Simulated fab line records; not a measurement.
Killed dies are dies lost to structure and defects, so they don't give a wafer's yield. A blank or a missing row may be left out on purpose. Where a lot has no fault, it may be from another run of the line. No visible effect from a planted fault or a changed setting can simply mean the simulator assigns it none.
Which tool did it?	flow gf180mcu	Sampling: 13 lots, 39 wafers, 5 of 602 route steps

== WHAT THE GAUGES SHOWED, per wafer ==
GF_VT_IMPLANT_TW_MEAS_43. Usual: for VT_IMPLANT_4_TW the level is 690 and the standard deviation is 7.8.
lot	measured	on	VT_IMPLANT_4_TW	flag
L265	day 7 14:34	film-metro-02	695 700 698	
L267	day 8 04:10	film-metro-02	703 702 704	
L268	day 8 08:59	film-metro-04	687 682 680	
L269	day 8 17:46	film-metro-02	699 700 694	
L270	day 8 23:38	film-metro-04	681 681 683	
L272	day 9 13:07	film-metro-04	683 681 683	
L273	day 9 21:43	film-metro-04	685 679 678	
L276	day 10 15:05	film-metro-02	695 691 694	
L277	day 10 22:22	film-metro-02	698 698 697	
L281	day 12 01:38	film-metro-02	697 699 698	
L282	day 12 14:47	film-metro-04	684 682 682	
L284	day 13 01:44	film-metro-03	693 691 695	
L287	day 13 18:53	film-metro-03	694 695 696	

GF_HV_LDD_TW_MEAS_23. Usual: for HV_LDD_2_TW the level is 1053 and the standard deviation is 7.9.
lot	measured	on	HV_LDD_2_TW	flag
L265	day 10 21:33	film-metro-04	1039 1042 1044	
L267	day 11 11:45	film-metro-04	1044 1044 1045	
L268	day 11 17:24	film-metro-01	1057 1061 1062	
L269	day 12 05:47	film-metro-03	1050 1050 1054	
L270	day 12 08:19	film-metro-01	1053 1057 1059	
L272	day 13 02:09	film-metro-01	1061 1057 1060	
L273	day 13 10:03	film-metro-03	1059 1059 1057	
L276	day 14 04:58	film-metro-01	1065 1064 1059	
L277	day 14 15:18	film-metro-04	1044 1040 1043	
L281	day 16 02:13	film-metro-04	917 916 918 920 920 923	OFF
L282	day 16 17:52	film-metro-01	935 935 934 939 930 935	OFF
L284	day 17 10:32	film-metro-03	1054 1062 1053	
L287	day 17 21:12	film-metro-04	1039 1043 1040	

GF_HV_LDD_CD_MEAS_31 targets a cd of 400 nm. Usual: cd-nm reads 400.4 nm (standard deviation 2.3).
lot	measured	on	cd-nm (nm)	flag
L265	day 11 15:45	cd-sem-02	401.4 398.3 398.6	
L267	day 12 07:06	cd-sem-01	402.7 402.3 403.7	
L268	day 12 12:42	cd-sem-01	399.7 400.5 402.6	
L269	day 13 01:01	cd-sem-01	400.0 401.7 398.0	
L270	day 13 04:13	cd-sem-02	400.1 401.9 401.4	
L272	day 13 22:03	cd-sem-01	402.6 401.9 401.5	
L273	day 14 06:45	cd-sem-02	396.7 397.1 396.5	
L276	day 15 00:56	cd-sem-02	403.8 401.5 401.6	
L277	day 15 12:04	cd-sem-01	405.8 402.6 402.5	
L281	day 17 00:13	cd-sem-01	400.1 400.8 400.6	
L282	day 17 14:56	cd-sem-02	401.4 402.6 402.8	
L284	day 18 09:04	cd-sem-02	398.2 396.8 397.7	
L287	day 18 20:08	cd-sem-01	400.5 400.1 399.8	

== TOOL THAT RAN EACH LOT (tool first, then ch and the chambers of the sampled wafers, then the start) ==
lot	GF_HV_LDD_IMPLANT_21	GF_HV_LDD_STRIP_22
L265	implanter-02 ch 0, day 10 21:18	plasma-asher-04 ch 0,1, day 10 21:27
L267	implanter-02 ch 0, day 11 11:30	plasma-asher-04 ch 0,1, day 11 11:39
L268	implanter-03 ch 0, day 11 17:09	plasma-asher-04 ch 0,1, day 11 17:18
L269	implanter-02 ch 0, day 12 05:32	plasma-asher-04 ch 0,1, day 12 05:41
L270	implanter-01 ch 0, day 12 08:04	plasma-asher-01 ch 0,1, day 12 08:13
L272	implanter-03 ch 0, day 13 01:54	plasma-asher-04 ch 0,1, day 13 02:03
L273	implanter-03 ch 0, day 13 09:48	plasma-asher-04 ch 0,1, day 13 09:57
L276	implanter-03 ch 0, day 14 04:44	plasma-asher-01 ch 0,1, day 14 04:52
L277	implanter-03 ch 0, day 14 15:03	plasma-asher-04 ch 0,1, day 14 15:12
L281	implanter-03 ch 0, day 16 01:59	plasma-asher-01 ch 0,1, day 16 02:07
L282	implanter-03 ch 0, day 16 17:37	plasma-asher-04 ch 0,1, day 16 17:46
L284	implanter-01 ch 0, day 17 10:18	plasma-asher-04 ch 0,1, day 17 10:26
L287	implanter-01 ch 0, day 17 20:59	plasma-asher-03 ch 0,1, day 17 21:07
- GF_HV_LDD_IMPLANT_21
- GF_HV_LDD_STRIP_22: strips in O2/N2.

== AS READ BY THE TOOLS THEMSELVES (means over the sampled wafers that have a number; for cases with no such wafer, the mark the record gives instead) ==
GF_HV_LDD_IMPLANT_21. Usual: beam-energy-keV 25.001, standard deviation 0.0087; end-station-pressure-torr 5.22e-06 Torr, standard deviation 2.6e-07.
lot	tool	beam-energy-keV	end-station-pressure-torr (Torr)	flag
L265	implanter-02	25.004	5.12e-06	
L267	implanter-02	25.012	5.09e-06	
L268	implanter-03	25.003	5.50e-06	
L269	implanter-02	25.004	5.46e-06	
L270	implanter-01	25.015	5.23e-06	
L272	implanter-03	25.004	4.95e-06	
L273	implanter-03	24.991	5.11e-06	
L276	implanter-03	24.994	5.18e-06	
L277	implanter-03	24.995	5.28e-06	
L281	implanter-03	16.133	5.00e-06	OFF
L282	implanter-03	16.122	5.21e-06	OFF
L284	implanter-01	24.990	5.28e-06	
L287	implanter-01	25.012	5.19e-06	

GF_HV_LDD_STRIP_22. Usual: drypump-motor-current-A 5.90 A, standard deviation 0.3; heater-power-w 336 W, standard deviation 30; n2-flow-sccm 300.1 sccm, standard deviation 0.96; oes-product-au 0.717 a.u., standard deviation 0.0044; strip-time-to-endpoint-s 12.630 s, standard deviation 0.028.
lot	tool	drypump-motor-current-A (A)	heater-power-w (W)	n2-flow-sccm (sccm)	oes-product-au (a.u.)	strip-time-to-endpoint-s (s)	flag
L265	plasma-asher-04	5.97	332	299.5	0.718	12.624	
L267	plasma-asher-04	6.09	324	300.7	0.715	12.680	
L268	plasma-asher-04	5.98	336	301.0	0.718	12.613	
L269	plasma-asher-04	5.96	331	299.9	0.713	12.637	
L270	plasma-asher-01	5.68	313	300.8	0.716	12.634	
L272	plasma-asher-04	5.98	339	301.0	0.723	12.587	
L273	plasma-asher-04	5.97	333	299.3	0.716	12.657	
L276	plasma-asher-01	5.68	319	299.8	0.714	12.589	
L277	plasma-asher-04	5.98	337	300.0	0.713	12.620	
L281	plasma-asher-01	5.70	322	300.5	0.721	12.614	
L282	plasma-asher-04	5.96	335	300.3	0.715	12.639	
L284	plasma-asher-04	6.09	323	300.1	0.713	12.610	
L287	plasma-asher-03	6.14	369	299.1	0.714	12.654	

== THE ANSWER, worked out from the rows above alone ==
Rule: lot off if the mean of its wafers having a number is beyond 3 standard deviations from the usual mean. Also off: a lot with no number at a reading for which 4 or more lots have one. The other lots that the step has rows for count as sound. First the gauges in route order, then the tools' own readings, where a lot's mean is used as printed above. At the first step where some lot is off, the reading lying furthest off is the one used; lots without a number count as furthest.
Off: L281, L282, at GF_HV_LDD_TW_MEAS_23 (HV_LDD_2_TW).
A tool fits if, at a process step before that reading, it ran every lot that is off, and no sound lot after the first of them. The gauges at GF_HV_LDD_TW_MEAS_23 aren't tried: what is off there is off at GF_HV_LDD_IMPLANT_21 too, on other tools, and a gauge's error can't cause that. One candidate fits, namely implanter-03 at GF_HV_LDD_IMPLANT_21. A fault onset in the window from L277 (day 14 15:03, its last sound lot) to L281 (day 16 01:59, its first lot off) fits.
The tool's own readings at GF_HV_LDD_IMPLANT_21 bear it out: on the lots that are off they differ by more than 5 times the standard deviation of the sound lots' means. beam-energy-keV reads 16.127 there against 25.002 on the sound lots.

== WHAT THE SIMULATOR PUT IN ==
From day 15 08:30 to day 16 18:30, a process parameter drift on implanter-03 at GF_HV_LDD_IMPLANT_21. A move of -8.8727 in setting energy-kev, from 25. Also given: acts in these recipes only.
Shown lots that were struck: L281, L282. The rule given above showed the same thing.
